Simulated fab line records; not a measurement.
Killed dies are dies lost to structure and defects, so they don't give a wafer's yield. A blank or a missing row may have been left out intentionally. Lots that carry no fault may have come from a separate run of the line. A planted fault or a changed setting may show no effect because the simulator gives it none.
Which tool was responsible? -- flow sfq line -- 12 lots, 36 wafers sampled, at 1 step of a route of 325

== WHAT THE GAUGES SHOWED, per wafer ==
SFQ_JJ_RS_MEAS_929: a four-point-probe measurement.
lot,measured,on,JJ_NB_RS (ohm/sq)
L798,day 54 19:17,film metro-03,1.088 1.079 1.071
L799,day 54 20:29,film metro-02,1.094 1.086 1.092
L800,day 59 04:59,film metro-03,1.079 1.078 1.065
L801,day 59 08:26,film metro-03,1.090 1.070 1.072
L802,day 59 16:55,film metro-03,1.057 1.050 1.056
L803,day 59 18:16,film metro-03,1.085 1.078 1.094
L804,day 59 23:02,film metro-03,1.080 1.077 1.073
L805,day 60 03:38,film metro-03,1.077 1.096 1.098
L806,day 60 18:04,film metro-03,1.075 1.095 1.094
L807,day 60 20:28,film metro-02,1.103 1.110 1.090
L808,day 61 00:04,film metro-02,1.100 1.110 1.109
L809,day 61 07:16,film metro-03,1.081 1.074 1.075

== EACH LOT AND THE TOOL THAT RAN IT (in order: tool; ch and the chambers of the sampled wafers; start) ==
The record shows no process step preceding these readings.

== WHAT THE TOOLS THEMSELVES READ (means of the sampled wafers that have a number; where no wafer has one, the mark that the record gives instead) ==
The record holds no such reading with a usual standard deviation.

== THE ANSWER, worked out from the rows above alone ==
Rule: the lots themselves supply what counts as usual. Put in order of their means at a reading, lots are off if they are a third of the lots or fewer, leave a main group of 4 or more, and stand apart from it by a gap of 3 or more times the standard deviation of the main group's means; of several such gaps the widest counts. If all means in a main group match to the digits the tables above print for the reading, that group is not used. Also off: a lot with no number at a reading for which 4 or more lots have one. Any other lot the step has rows for is counted as sound. The gauges are gone through in route order, then the tools' own readings, and for those a lot's mean is taken as printed above. The first step at which some lot is off is used, and at that step the reading that is off furthest; a lot without a number counts as furthest.
No lot is off on any of the readings shown, so nothing can be concluded from this.

== WHAT THE SIMULATOR PUT IN ==
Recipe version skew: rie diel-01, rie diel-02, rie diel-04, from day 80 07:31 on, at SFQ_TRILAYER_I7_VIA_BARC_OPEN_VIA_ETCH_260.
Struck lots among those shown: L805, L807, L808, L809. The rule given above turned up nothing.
